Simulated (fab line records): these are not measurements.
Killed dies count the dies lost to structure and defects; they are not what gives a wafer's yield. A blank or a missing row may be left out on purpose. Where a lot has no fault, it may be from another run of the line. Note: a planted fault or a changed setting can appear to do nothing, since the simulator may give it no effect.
What tool caused it? :: flow sky130 :: 36 wafers from 12 lots sampled at 2 of the route's 708 steps

## WHAT EACH GAUGE READ, for each wafer
SKY_LI_CONTACT_THK_MEAS_23: measures by xrf.
lot: L951
measured: day 29 10:47
on: film_metro-04
LI_CONTACT_W_THK (nm): 408 401 407

lot: L952
measured: day 29 20:43
on: film_metro-02
LI_CONTACT_W_THK (nm): 413 409 408

lot: L958
measured: day 32 05:27
on: film_metro-01
LI_CONTACT_W_THK (nm): 401 395 403

lot: L961
measured: day 33 07:07
on: film_metro-02
LI_CONTACT_W_THK (nm): 412 411 412

lot: L962
measured: day 33 19:16
on: film_metro-02
LI_CONTACT_W_THK (nm): 413 417 408

lot: L964
measured: day 34 04:16
on: film_metro-01
LI_CONTACT_W_THK (nm): 410 399 398

lot: L969
measured: day 35 14:54
on: film_metro-04
LI_CONTACT_W_THK (nm): 412 409 406

lot: L970
measured: day 35 18:04
on: film_metro-01
LI_CONTACT_W_THK (nm): 411 406 407

lot: L971
measured: day 36 02:31
on: film_metro-01
LI_CONTACT_W_THK (nm): 403 404 398

lot: L972
measured: day 36 06:28
on: film_metro-02
LI_CONTACT_W_THK (nm): 406 408 403

lot: L973
measured: day 36 13:28
on: film_metro-02
LI_CONTACT_W_THK (nm): 401 411 407

lot: L974
measured: day 37 05:14
on: film_metro-01
LI_CONTACT_W_THK (nm): 399 410 403

## WHICH TOOL RAN EACH LOT (tool, then ch and the chambers of the sampled wafers, then the start)
lot: L951
SKY_LI_CONTACT_CVD_21: cvd_w-01 ch 0,1, day 29 10:33

lot: L952
SKY_LI_CONTACT_CVD_21: cvd_w-02 ch 0,1, day 29 20:28

lot: L958
SKY_LI_CONTACT_CVD_21: cvd_w-01 ch 0, day 32 05:12

lot: L961
SKY_LI_CONTACT_CVD_21: cvd_w-02 ch 0,1, day 33 06:53

lot: L962
SKY_LI_CONTACT_CVD_21: cvd_w-02 ch 0,1, day 33 19:01

lot: L964
SKY_LI_CONTACT_CVD_21: cvd_w-02 ch 0,1, day 34 04:02

lot: L969
SKY_LI_CONTACT_CVD_21: cvd_w-02 ch 0,1, day 35 14:39

lot: L970
SKY_LI_CONTACT_CVD_21: cvd_w-01 ch 0,1, day 35 17:50

lot: L971
SKY_LI_CONTACT_CVD_21: cvd_w-01 ch 0,1, day 36 02:16

lot: L972
SKY_LI_CONTACT_CVD_21: cvd_w-01 ch 0,1, day 36 06:13

lot: L973
SKY_LI_CONTACT_CVD_21: cvd_w-01 ch 0,1, day 36 13:13

lot: L974
SKY_LI_CONTACT_CVD_21: cvd_w-01 ch 0,1, day 37 05:01
- SKY_LI_CONTACT_CVD_21: deposits W, target thk 400 nm, time 120.56 s.

## WHAT THE TOOLS THEMSELVES READ (means of the sampled wafers that have a number; where no wafer has one, the mark that the record gives instead)
SKY_LI_CONTACT_CVD_21.
lot: L951
tool: cvd_w-01
heater_power_outer_w (W): 552
heater_power_w (W): 840

lot: L952
tool: cvd_w-02
heater_power_outer_w (W): 613
heater_power_w (W): 1044

lot: L958
tool: cvd_w-01
heater_power_outer_w (W): 610
heater_power_w (W): 921

lot: L961
tool: cvd_w-02
heater_power_outer_w (W): 593
heater_power_w (W): 990

lot: L962
tool: cvd_w-02
heater_power_outer_w (W): 612
heater_power_w (W): 1027

lot: L964
tool: cvd_w-02
heater_power_outer_w (W): 616
heater_power_w (W): 1039

lot: L969
tool: cvd_w-02
heater_power_outer_w (W): 579
heater_power_w (W): 1001

lot: L970
tool: cvd_w-01
heater_power_outer_w (W): 586
heater_power_w (W): 891

lot: L971
tool: cvd_w-01
heater_power_outer_w (W): 585
heater_power_w (W): 889

lot: L972
tool: cvd_w-01
heater_power_outer_w (W): 557
heater_power_w (W): 839

lot: L973
tool: cvd_w-01
heater_power_outer_w (W): 547
heater_power_w (W): 841

lot: L974
tool: cvd_w-01
heater_power_outer_w (W): 581
heater_power_w (W): 878

## THE ANSWER, worked out from the rows above alone
Rule: the usual values come from the lots themselves. Put in order of their means at a reading, lots are off if they are a third of the lots or fewer, leave a main group of 4 or more, and stand apart from it by a gap of 3 or more times the standard deviation of the main group's means; of several such gaps the widest counts. Not used: any main group whose means are identical at the precision the tables above print for the reading. Also off: a lot with no number at a reading for which 4 or more lots have one. Any other lot the step has rows for is counted as sound. After the gauges, taken in route order, come the tools' own readings; for these a lot's mean is taken, as printed above. The first step at which some lot is off is used, and at that step the reading that is off furthest; a lot without a number counts as furthest.
No lot is off at any reading shown: from this, nothing can be told.

## WHAT THE SIMULATOR HAD PUT IN
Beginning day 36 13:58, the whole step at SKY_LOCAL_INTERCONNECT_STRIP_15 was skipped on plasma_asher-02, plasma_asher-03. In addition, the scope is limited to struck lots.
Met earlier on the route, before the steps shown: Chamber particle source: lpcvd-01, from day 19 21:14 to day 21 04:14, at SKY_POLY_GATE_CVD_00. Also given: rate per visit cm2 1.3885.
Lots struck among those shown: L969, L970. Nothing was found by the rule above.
